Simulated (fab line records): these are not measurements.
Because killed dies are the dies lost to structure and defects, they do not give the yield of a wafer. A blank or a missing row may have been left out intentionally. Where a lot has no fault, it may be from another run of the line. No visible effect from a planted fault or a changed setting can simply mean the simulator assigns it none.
fab line records	flow sky130
record lots=7	wafers=21	last_day=50
route steps=708 shown LDD_HVN@274 LDD_HVP@278 LDD_LDN@289 PAD_OPEN@708
lots that met no fault: from a run of the same line without faults
start_h: hours from the record's first day to the start of the lot's first wafer shown	wait_h: how many hours have passed since the lot's step before this one	" identical to the entry in the row above	L1.1+2: one row covering several wafers at once	- no value, or no start was given	* or withheld: withheld	< > ~ a bound
route shown NAME@n: a module of which the file shows steps, and the number in the route of the first	usual: average and standard deviation across the fault-free wafers	same: alike in all rows	chamber/n: place in a boat	sites: the reading at each site	_std_site: the standard deviation of these	_edge_site: inner sites' mean taken away from outer sites' mean	radius_mm: for every site, how far away it sits from the centre of the wafer	mask NAME#n: copy n	behind: the last tool/chamber to shape the wafer	hold: what put the lot on hold/how long, in hours/how the hold closed	device: the transistor (n, p or np) that didn't switch	end of line: tests of these same wafers at the route's end	for a step that has no rows: nothing shown but its recipe	killed: dies that structure and defects cost at the first sort, which is not the same as the wafer's yield	map: a wafer's dies, x killed, . not, _ none there
set.NAME: the setting as run; set.NAME@STEP: as run at that earlier step	model.NAME: the simulator's own value behind a step, which no gauge read
lots at selected steps of the route; one table per step, one row per wafer
services: the hour from which a tool's chamber was out of use, counted from the record's first day as start_h (under 0 if before that day), plus the number of hours and why
## steps
# step SKY_LDD_HVN_OVL_MEAS_07
# usual LDD_HVN_OVL=0.6/1.4
lot.wafer	tool	chamber	start_h	wait_h	LDD_HVN_OVL[nm]
L683.1	overlay-01	-	478.96	0.1	1.8
L683.3	"	-	"	"	3.2
L683.5	"	-	"	"	1.6
L684.3	overlay-02	-	490.72	0.1	0.0
L684.4	"	-	"	"	0.1
L684.5	"	-	"	"	0.2
L685.1	overlay-01	-	505.81	0.1	-0.2
L685.3	"	-	"	"	1.0
L685.4	"	-	"	"	1.6
L690.1	overlay-02	-	538.85	0.1	-0.6
L690.2	"	-	"	"	-1.3
L690.6	"	-	"	"	-1.3
L691.2	overlay-02	-	553.52	0.1	2.1
L691.3	"	-	"	"	1.8
L691.4	"	-	"	"	1.7
L696.1	overlay-01	-	592.71	0.1	-0.9
L696.2	"	-	"	"	1.6
L696.6	"	-	"	"	-0.2
L705.2	overlay-01	-	673.71	0.1	0.2
L705.3	"	-	"	"	0.9
L705.5	"	-	"	"	-0.2
# step SKY_LDD_HVN_IMPLANT_08
# recipe species=P	energy_kev=60	dose_cm2=3e+13	tilt_deg=40
# step SKY_LDD_HVN_STRIP_09
# recipe chemistry=O2/N2	power_w=1400	pressure_mtorr=1500	platen_temp_c=withheld	o2_flow_sccm=3000	n2_flow_sccm=300	overash_fraction=0.5
# usual drypump_motor_current_A=5.5/0.34	o2_flow_sccm=3000/8.7	oes_product_au=0.408/0.0042	strip_time_to_endpoint_s=4.136/0.014
lot.wafer	tool	chamber	start_h	wait_h	drypump_motor_current_A	o2_flow_sccm	oes_product_au	rf_hours_counter_h	strip_time_to_endpoint_s
L683.1	plasma_asher-01	0	479.15	0.1	5.7	2993	0.414	36	4.140
L683.3	"	1	"	"	5.6	2999	0.414	-	4.139
L683.5	"	1	"	"	5.6	2990	0.416	-	4.161
L684.3	plasma_asher-02	1	490.92	0.1	5.0	2993	0.405	-	4.120
L684.4	"	0	"	"	5.9	3003	0.413	-	4.111
L684.5	"	1	"	"	5.0	2992	0.406	-	4.124
L685.1	plasma_asher-01	1	505.99	0.1	5.6	2999	0.407	39	4.132
L685.3	"	0	"	"	5.7	2995	0.404	-	4.127
L685.4	"	1	"	"	5.6	3000	0.408	-	4.158
L690.1	plasma_asher-02	0	539.04	0.1	5.9	2999	0.416	85	4.135
L690.2	"	1	"	"	5.0	2992	0.413	85	4.127
L690.6	"	0	"	"	5.9	3003	0.410	-	4.153
L691.2	plasma_asher-03	1	553.70	0.1	5.7	3003	0.406	12	4.156
L691.3	"	0	"	"	4.9	3006	0.394	-	4.144
L691.4	"	1	"	"	5.7	3008	0.411	-	4.129
L696.1	plasma_asher-01	1	592.90	0.1	5.6	3017	0.404	48	4.132
L696.2	"	0	"	"	5.7	3009	0.404	48	4.152
L696.6	"	1	"	"	5.6	3022	0.410	-	4.144
L705.2	plasma_asher-03	1	673.96	0.1	5.7	3000	0.401	25	4.156
L705.3	"	0	"	"	4.9	2996	0.412	-	4.140
L705.5	"	0	"	"	4.9	3002	0.410	-	4.132
# step SKY_LDD_HVN_TW_MEAS_10
# usual LDD_HVN_TW=1436/13
lot.wafer	tool	chamber	start_h	wait_h	LDD_HVN_TW
L683.1	film_metro-02	-	479.25	0.1	1445
L683.3	"	-	"	"	1444
L683.5	"	-	"	"	1441
L684.3	film_metro-01	-	491.01	0.1	1440
L684.4	"	-	"	"	1444
L684.5	"	-	"	"	1443
L685.1	film_metro-02	-	506.09	0.1	1441
L685.3	"	-	"	"	1440
L685.4	"	-	"	"	1442
L690.1	film_metro-02	-	539.14	0.1	1451
L690.2	"	-	"	"	1450
L690.6	"	-	"	"	1442
L691.2	film_metro-01	-	553.81	0.1	1448
L691.3	"	-	"	"	1448
L691.4	"	-	"	"	1440
L696.1	film_metro-01	-	593.00	0.1	1443
L696.2	"	-	"	"	1443
L696.6	"	-	"	"	1441
L705.2	film_metro-01	-	674.07	0.1	1444
L705.3	"	-	"	"	1444
L705.5	"	-	"	"	1437
# step SKY_LDD_HVP_DEHYDRATE_00
# recipe temp_c=200	time_s=60
# step SKY_LDD_HVP_HMDS_01
# recipe prime_time_s=60	prime_temp_c=120
# step SKY_LDD_HVP_COAT_02
# recipe resist=NOVOLAK	spin_rpm=3000	resist_thk_nm=300
# step SKY_LDD_HVP_SOFTBAKE_03
# recipe temp_c=90	time_s=60	resist=NOVOLAK
# step SKY_LDD_HVP_EXPOSE_04
# recipe mask_id=HVPTM	na=0.6	source_shape=conventional	sigma_outer=0.6	polarization=unpolarized	target_cd_nm=700	dose_mj=86
# step SKY_LDD_HVP_PEB_05
# recipe temp_c=withheld	time_s=*	resist=NOVOLAK
# step SKY_LDD_HVP_DEVELOP_06
# recipe resist=NOVOLAK	developer=TMAH	develop_time_s=60	dev_temp_c=23
# step SKY_LDD_HVP_OVL_MEAS_07
# usual LDD_HVP_OVL=0.4/1.5
lot.wafer	tool	chamber	start_h	wait_h	LDD_HVP_OVL[nm]
L683.1	overlay-01	-	510.31	0.1	-0.6
L683.3	"	-	"	"	-0.6
L683.5	"	-	"	"	-0.2
L684.3	overlay-01	-	521.42	0.1	-1.1
L684.4	"	-	"	"	-0.6
L684.5	"	-	"	"	-0.8
L685.1	overlay-02	-	536.93	0.1	1.6
L685.3	"	-	"	"	0.3
L685.4	"	-	"	"	0.0
L690.1	overlay-02	-	569.26	0.1	-1.7
L690.2	"	-	"	"	-0.7
L690.6	"	-	"	"	0.7
L691.2	overlay-01	-	583.54	0.1	-2.4
L691.3	"	-	"	"	-1.0
L691.4	"	-	"	"	-0.7
L696.1	overlay-02	-	622.61	0.1	2.2
L696.2	"	-	"	"	0.1
L696.6	"	-	"	"	0.2
L705.2	overlay-02	-	702.17	0.1	0.7
L705.3	"	-	"	"	3.8
L705.5	"	-	"	"	0.0
# step SKY_LDD_HVP_IMPLANT_08
# recipe species=B	energy_kev=20	dose_cm2=1.7e+13	tilt_deg=17.9
# usual tilt_deg=17.894/0.02
lot.wafer	tool	chamber	start_h	wait_h	tilt_deg
L683.1	implanter-03	0	510.34	0.0	17.851
L683.3	"	0	"	"	17.910
L683.5	"	0	"	"	17.869
L684.3	implanter-03	0	521.49	0.1	17.938
L684.4	"	0	"	"	17.933
L684.5	"	0	"	"	17.914
L685.1	implanter-02	0	536.97	0.0	17.884
L685.3	"	0	"	"	17.891
L685.4	"	0	"	"	17.872
L685.1	implanter-02	0	537.28	0.3	17.908
L685.3	"	0	"	"	17.907
L685.4	"	0	"	"	17.888
L690.1	implanter-04	0	569.30	0.0	17.864
L690.2	"	0	"	"	17.882
L690.6	"	0	"	"	17.887
L690.1	implanter-04	0	569.62	0.3	17.891
L690.2	"	0	"	"	17.939
L690.6	"	0	"	"	17.883
L691.2	implanter-04	0	583.59	0.0	17.884
L691.3	"	0	"	"	17.880
L691.4	"	0	"	"	17.884
L691.2	implanter-04	0	583.91	0.3	17.895
L691.3	"	0	"	"	17.901
L691.4	"	0	"	"	17.902
L696.1	implanter-02	0	622.65	0.0	17.919
L696.2	"	0	"	"	17.885
L696.6	"	0	"	"	17.910
L705.2	implanter-04	0	702.22	0.0	17.908
L705.3	"	0	"	"	17.906
L705.5	"	0	"	"	17.915
# step SKY_LDD_HVP_STRIP_09
# recipe chemistry=O2/N2	power_w=1400	pressure_mtorr=1500	platen_temp_c=withheld	o2_flow_sccm=3000	n2_flow_sccm=300	overash_fraction=0.5
# usual drypump_motor_current_A=5.5/0.55	o2_flow_sccm=2999/8.9	oes_product_au=0.408/0.0041	strip_time_to_endpoint_s=4.135/0.014
lot.wafer	tool	chamber	start_h	wait_h	drypump_motor_current_A	o2_flow_sccm	oes_product_au	rf_hours_counter_h	strip_time_to_endpoint_s
L683.1	plasma_asher-04	0	510.49	0.1	6.2	2994	0.408	69	4.136
L683.3	"	0	"	"	6.2	2993	0.414	-	4.160
L683.5	"	0	"	"	6.2	2994	0.402	-	4.119
L684.3	plasma_asher-01	1	521.62	0.1	5.6	3005	0.417	-	4.156
L684.4	"	0	"	"	5.7	3000	0.411	-	4.120
L684.5	"	1	"	"	5.6	3001	0.408	-	4.151
L685.1	plasma_asher-03	0	537.43	0.1	4.9	2998	0.410	11	4.134
L685.3	"	1	"	"	5.7	3004	0.402	-	4.151
L685.4	"	0	"	"	4.9	3005	0.418	-	4.140
L690.1	plasma_asher-04	0	569.77	0.1	6.2	2999	0.408	75	4.160
L690.2	"	1	"	"	4.8	2986	0.403	75	4.132
L690.6	"	1	"	"	4.8	2984	0.404	-	4.142
L691.2	plasma_asher-03	0	584.03	0.1	4.9	3002	0.410	16	4.131
L691.3	"	0	"	"	4.9	3003	0.409	-	4.133
L691.4	"	1	"	"	5.6	2996	0.401	-	4.144
L696.1	plasma_asher-04	0	622.80	0.1	6.2	2992	0.414	80	4.140
L696.2	"	1	"	"	4.8	3008	0.415	80	4.131
L696.6	"	0	"	"	6.2	2994	0.405	-	4.141
L705.2	plasma_asher-01	0	702.35	0.1	5.7	2987	0.410	58	4.119
L705.3	"	0	"	"	5.7	3007	0.413	-	4.104
L705.5	"	0	"	"	5.7	3006	0.411	-	4.116
# step SKY_LDD_HVP_TW_MEAS_10
# usual LDD_HVP_TW=454/4
lot.wafer	tool	chamber	start_h	wait_h	LDD_HVP_TW
L683.1	film_metro-01	-	510.59	0.1	458
L683.3	"	-	"	"	460
L683.5	"	-	"	"	459
L684.3	film_metro-01	-	521.71	0.1	457
L684.4	"	-	"	"	461
L684.5	"	-	"	"	460
L685.1	film_metro-01	-	537.57	0.1	566
L685.3	"	-	"	"	568
L685.4	"	-	"	"	568
L690.1	film_metro-01	-	569.87	0.1	569
L690.2	"	-	"	"	570
L690.6	"	-	"	"	567
L691.2	film_metro-03	-	584.14	0.1	555
L691.3	"	-	"	"	561
L691.4	"	-	"	"	553
L696.1	film_metro-01	-	622.90	0.1	459
L696.2	"	-	"	"	459
L696.6	"	-	"	"	458
L705.2	film_metro-04	-	702.46	0.1	454
L705.3	"	-	"	"	456
L705.5	"	-	"	"	455
# step SKY_LDD_LDN_DEHYDRATE_00
# recipe temp_c=200	time_s=60
# step SKY_PAD_OPEN_PROBE_99
# usual killed_at_M0_to_M3=43/7.2	killed_at_M4_up=3.0/2	killed_at_contacts=24/5.5	killed_at_front_end=15/4.2	killed_at_other=0.3/0.51	killed_dies=85/10	killed_on_rim=17/4	killed_open=46/7.3	killed_short=38/6.4
# same gross_dies=492	killed_at_back_side=0
lot.wafer	tool	chamber	start_h	wait_h	killed_at_M0_to_M3	killed_at_M4_up	killed_at_contacts	killed_at_front_end	killed_at_other	killed_dies	killed_on_rim	killed_open	killed_short	model.etest.tip_p_5v.rs_ohm_sq	model.etest.pfet_g5v0d10v5.r_on_ohm_um	model.etest.tip_p_5v.rs_ohm_sq_range	model.etest.pfet_g5v0d10v5.drive_ua_um	model.etest.res_pdiff_hv.rs_ohm_sq	model.etest.pfet_g5v0d10v5.off_log10_a_um	model.etest.ring_5v.delay_ps	model.etest.pfet_g5v0d10v5.vt_sat_v
L683.1	prober-01	-	1090.68	0.1	48	2	27	8	0	85	13	47	38	2874	4820	70.66	333.8	194.5	-12.52	45.06	-0.6304
L683.3	prober-01	-	1090.78	0.2	44	1	26	12	0	83	17	59	24	2866	4799	79.06	332.3	194	-12.78	45.54	-0.6642
L683.5	prober-01	-	1090.88	0.2	41	2	22	4	1	70	13	44	26	2884	4827	38.76	335.5	196.4	-12.49	44.86	-0.6219
L684.3	prober-02	-	1093.48	0.2	48	6	26	17	0	97	14	46	51	2861	4662	62.07	345.1	184	-12.71	44.79	-0.6662
L684.4	prober-02	-	1093.53	0.2	39	4	25	14	0	82	16	47	35	2860	4710	46.75	346.5	183.6	-12.67	44.67	-0.6495
L684.5	prober-02	-	1093.58	0.2	40	6	21	19	1	87	19	46	41	2866	4674	76.33	342.9	183.3	-12.74	44.61	-0.66
L685.1	prober-01	-	1104.60	0.1	33	1	25	17	0	76	13	45	31	1744	4422	57.37	369.1	187.5	-10.84	44.24	-0.4915
L685.3	prober-01	-	1104.70	0.2	49	0	28	21	0	98	21	49	49	1750	4419	48.72	370.9	187.3	-10.98	43.45	-0.501
L685.4	prober-01	-	1104.75	0.2	36	5	24	8	0	73	19	43	30	1748	4507	58.6	365.2	187.3	-11.28	44.3	-0.5368
L690.1	prober-01	-	1129.71	0.1	47	2	28	16	1	94	20	53	41	1748	4421	63.52	365.9	190.7	-11.14	43.7	-0.515
L690.2	prober-01	-	1129.76	0.1	48	7	25	10	0	90	22	50	40	1758	4459	59.14	363.5	188.8	-11.08	43.73	-0.5189
L690.6	prober-01	-	1129.96	0.2	47	0	29	11	1	88	18	46	42	1752	4523	60.73	363.5	188.7	-11	44	-0.4972
L691.2	prober-01	-	1139.27	0.1	44	1	20	20	0	85	12	48	37	1758	4535	53.96	359.3	186.4	-11.62	44.86	-0.5648
L691.3	prober-01	-	1139.32	0.2	50	3	27	20	1	101	21	61	40	1757	4510	76.37	367.6	184.8	-11.17	43.96	-0.5175
L691.4	prober-01	-	1139.37	0.2	52	1	24	18	1	96	21	58	38	1755	4491	88.36	362.9	183.5	-11.19	44.32	-0.5362
L696.1	prober-01	-	1162.95	0.1	37	4	15	16	0	72	12	47	25	2833	4613	71.04	353	187.6	-12.39	44.72	-0.6126
L696.2	prober-01	-	1163.00	0.1	50	2	24	19	0	95	27	50	45	2834	4618	76.61	358.5	187.3	-12.35	43.48	-0.6218
L696.6	prober-01	-	1163.20	0.2	45	1	22	9	1	78	19	38	40	2813	4697	64.27	353.8	187.5	-12.41	43.87	-0.616
L705.2	prober-01	-	1211.03	0.1	42	3	25	14	1	85	14	46	39	2851	4777	50.57	343.8	189.4	-12.27	44.29	-0.6054
L705.3	prober-01	-	1211.08	0.2	51	14	14	14	0	93	19	47	46	2868	4748	89.87	343.9	188.8	-12.53	44.24	-0.6243
L705.5	prober-01	-	1211.18	0.2	54	3	16	21	0	94	12	48	46	2865	4764	64.49	340.3	189.9	-12.57	44.47	-0.6343
# killed by level:class
L683.1 VIA1:geometric_particle:open=11 CONTACT:geometric_particle:open=10 LI_CONTACT:geometric_particle:open=7 VIA2:geometric_particle:open=6 METAL2:geometric_particle:short=6 VIA1:geometric_particle:short=5 VIA3:geometric_particle:short=5 VIA3:geometric_particle:open=5
L683.3 CONTACT:geometric_particle:open=13 VIA1:geometric_particle:open=10 VIA3:geometric_particle:open=9 LI_CONTACT:geometric_particle:open=8 VIA2:geometric_particle:open=5 VIA2:geometric_particle:short=5 FIELD_ISO:geometric_particle:open=4 POLY_GATE:geometric_particle:open=3
L683.5 CONTACT:geometric_particle:open=11 VIA1:geometric_particle:open=10 VIA1:geometric_particle:short=9 LI_CONTACT:geometric_particle:open=7 VIA2:geometric_particle:open=6 VIA3:geometric_particle:open=6 METAL2:geometric_particle:short=5 FIELD_ISO:geometric_particle:short=2
L684.3 VIA3:geometric_particle:open=11 LI_CONTACT:geometric_particle:open=9 VIA2:geometric_particle:open=9 FIELD_ISO:geometric_particle:short=8 CONTACT:geometric_particle:open=7 VIA3:geometric_particle:short=7 VIA2:geometric_particle:short=6 POLY_GATE:geometric_particle:short=5
L684.4 LI_CONTACT:geometric_particle:open=9 VIA3:geometric_particle:open=9 CONTACT:geometric_particle:open=9 VIA1:geometric_particle:open=6 VIA2:geometric_particle:open=5 LOCAL_INTERCONNECT:geometric_particle:short=4 VIA3:geometric_particle:short=4 METAL4:geometric_particle:short=4
L684.5 METAL2:geometric_particle:short=11 VIA3:geometric_particle:open=10 FIELD_ISO:geometric_particle:open=7 CONTACT:geometric_particle:open=7 VIA2:geometric_particle:open=7 LOCAL_INTERCONNECT:geometric_particle:short=6 FIELD_ISO:geometric_particle:short=4 VIA1:geometric_particle:open=4
L685.1 CONTACT:geometric_particle:open=11 LI_CONTACT:geometric_particle:open=7 VIA1:geometric_particle:open=6 VIA2:geometric_particle:open=5 METAL3:geometric_particle:short=5 POLY_GATE:geometric_particle:open=4 POLY_GATE:geometric_particle:short=4 VIA2:geometric_particle:short=4
L685.3 LI_CONTACT:geometric_particle:open=11 METAL1:geometric_particle:short=9 VIA3:geometric_particle:open=9 CONTACT:geometric_particle:open=8 VIA1:geometric_particle:short=7 POLY_GATE:geometric_particle:short=5 SPACER:geometric_particle:open=5 CONTACT:geometric_particle:short=4
L685.4 CONTACT:geometric_particle:open=10 VIA1:geometric_particle:open=9 LI_CONTACT:geometric_particle:open=7 VIA3:geometric_particle:open=7 VIA1:geometric_particle:short=5 POLY_GATE:geometric_particle:short=4 METAL2:geometric_particle:short=4 LOCAL_INTERCONNECT:geometric_particle:short=3
L690.1 VIA1:geometric_particle:open=14 LI_CONTACT:geometric_particle:open=10 CONTACT:geometric_particle:open=9 VIA2:geometric_particle:open=8 CONTACT:geometric_particle:short=6 FIELD_ISO:geometric_particle:short=5 VIA1:geometric_particle:short=5 METAL2:geometric_particle:short=5
L690.2 VIA1:geometric_particle:open=18 VIA1:geometric_particle:short=10 CONTACT:geometric_particle:open=7 METAL2:geometric_particle:short=7 LOCAL_INTERCONNECT:geometric_particle:short=6 LI_CONTACT:geometric_particle:open=6 VIA3:geometric_particle:open=4 METAL1:geometric_particle:short=4
L690.6 VIA1:geometric_particle:open=14 CONTACT:geometric_particle:open=12 LOCAL_INTERCONNECT:geometric_particle:short=7 METAL1:geometric_particle:short=7 LI_CONTACT:geometric_particle:open=5 SPACER:geometric_particle:short=4 LI_CONTACT:geometric_particle:short=4 VIA2:geometric_particle:open=4
L691.2 VIA1:geometric_particle:open=12 LI_CONTACT:geometric_particle:open=9 METAL1:geometric_particle:short=9 VIA2:geometric_particle:open=7 FIELD_ISO:geometric_particle:short=6 CONTACT:geometric_particle:open=6 FIELD_ISO:geometric_particle:open=4 POLY_GATE:geometric_particle:short=4
L691.3 VIA1:geometric_particle:open=13 CONTACT:geometric_particle:open=11 LI_CONTACT:geometric_particle:open=8 VIA2:geometric_particle:open=7 FIELD_ISO:geometric_particle:open=6 METAL1:geometric_particle:short=6 VIA3:geometric_particle:short=6 LOCAL_INTERCONNECT:geometric_particle:short=5
L691.4 VIA1:geometric_particle:open=19 LI_CONTACT:geometric_particle:open=9 CONTACT:geometric_particle:open=6 VIA1:geometric_particle:short=6 FIELD_ISO:geometric_particle:short=5 VIA2:geometric_particle:open=5 VIA2:geometric_particle:short=4 VIA3:geometric_particle:open=4
L696.1 VIA1:geometric_particle:open=8 VIA2:geometric_particle:open=8 CONTACT:geometric_particle:open=7 LI_CONTACT:geometric_particle:open=6 METAL1:geometric_particle:short=6 VIA3:geometric_particle:open=6 POLY_GATE:geometric_particle:open=5 FIELD_ISO:geometric_particle:open=4
L696.2 VIA1:geometric_particle:open=14 VIA3:geometric_particle:open=8 METAL2:geometric_particle:short=7 CONTACT:geometric_particle:open=6 LOCAL_INTERCONNECT:geometric_particle:short=6 POLY_GATE:geometric_particle:open=5 CONTACT:geometric_particle:short=5 VIA3:geometric_particle:short=5
L696.6 VIA3:geometric_particle:open=9 VIA1:geometric_particle:open=7 LOCAL_INTERCONNECT:geometric_particle:short=7 LI_CONTACT:geometric_particle:open=5 METAL1:geometric_particle:short=5 CONTACT:geometric_particle:open=5 METAL2:geometric_particle:short=5 VIA2:geometric_particle:short=5
L705.2 CONTACT:geometric_particle:open=14 VIA1:geometric_particle:open=12 POLY_GATE:geometric_particle:short=8 VIA2:geometric_particle:open=5 VIA1:geometric_particle:short=5 VIA3:geometric_particle:open=5 METAL2:geometric_particle:short=4 LOCAL_INTERCONNECT:geometric_particle:short=4
L705.3 VIA1:geometric_particle:open=12 METAL4:geometric_particle:short=10 VIA3:geometric_particle:open=7 CONTACT:geometric_particle:open=7 VIA2:geometric_particle:open=6 VIA1:geometric_particle:short=5 POLY_GATE:geometric_particle:short=5 VIA2:geometric_particle:short=5
L705.5 VIA1:geometric_particle:open=12 METAL1:geometric_particle:short=9 CONTACT:geometric_particle:open=8 VIA2:geometric_particle:open=8 FIELD_ISO:geometric_particle:open=6 POLY_GATE:geometric_particle:short=5 VIA1:geometric_particle:short=5 FIELD_ISO:geometric_particle:short=4
## services
tool	chamber	start_h	hours	kind
implanter-04	-	459.45	5.1	repair
plasma_asher-02	-	460.69	2.4	repair
implanter-04	-	462.45	2.5	repair
implanter-04	-	475.28	1.4	repair
plasma_asher-02	-	478.60	1.2	repair
implanter-04	-	485.54	11.1	repair
implanter-02	-	486.14	4.9	pm
implanter-02	-	509.15	1.8	repair
implanter-03	-	528.62	19.5	pm
implanter-04	-	540.93	0.9	repair
plasma_asher-03	-	552.33	1.2	repair
implanter-02	-	574.09	1.4	repair
plasma_asher-02	-	578.95	2.8	pm
implanter-02	-	585.12	6.6	repair
implanter-02	-	614.53	7.2	repair
implanter-03	-	661.16	14.7	pm
plasma_asher-01	-	664.32	2.1	repair
implanter-04	-	673.35	4.7	pm
plasma_asher-03	-	679.27	0.9	repair
## key
first_sign step=SKY_LDD_HVP_IMPLANT_08	reading=visit	direction=added
effect step=SKY_LDD_HVP_TW_MEAS_10	reading=LDD_HVP_TW	direction=up	sigmas=27	usual=454	struck=564
model_effect step=SKY_PAD_OPEN_PROBE_99	value=etest.tip_p_5v.rs_ohm_sq	without=2865	struck=1752
met_at SKY_LDD_HVP_IMPLANT_08
struck_wafers L685.1,L685.3,L685.4,L690.1,L690.2,L690.6,L691.2,L691.3,L691.4
tester_left_out L685,L690,L691
fault kind=repeated_step_whole	tool=implanter-02,implanter-03,implanter-04	chamber=-	onset_h=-	steps=SKY_LDD_HVP_IMPLANT_08	times=1	scope=struck_lots_only
# tester_left_out: of these lots the tester's yield and bins aren't shown, on N5 and GAA mostly nor the transistor test; their killed dies are dies lost to structure and defects alone, not to doping, threshold or leakage, so they don't give the yield
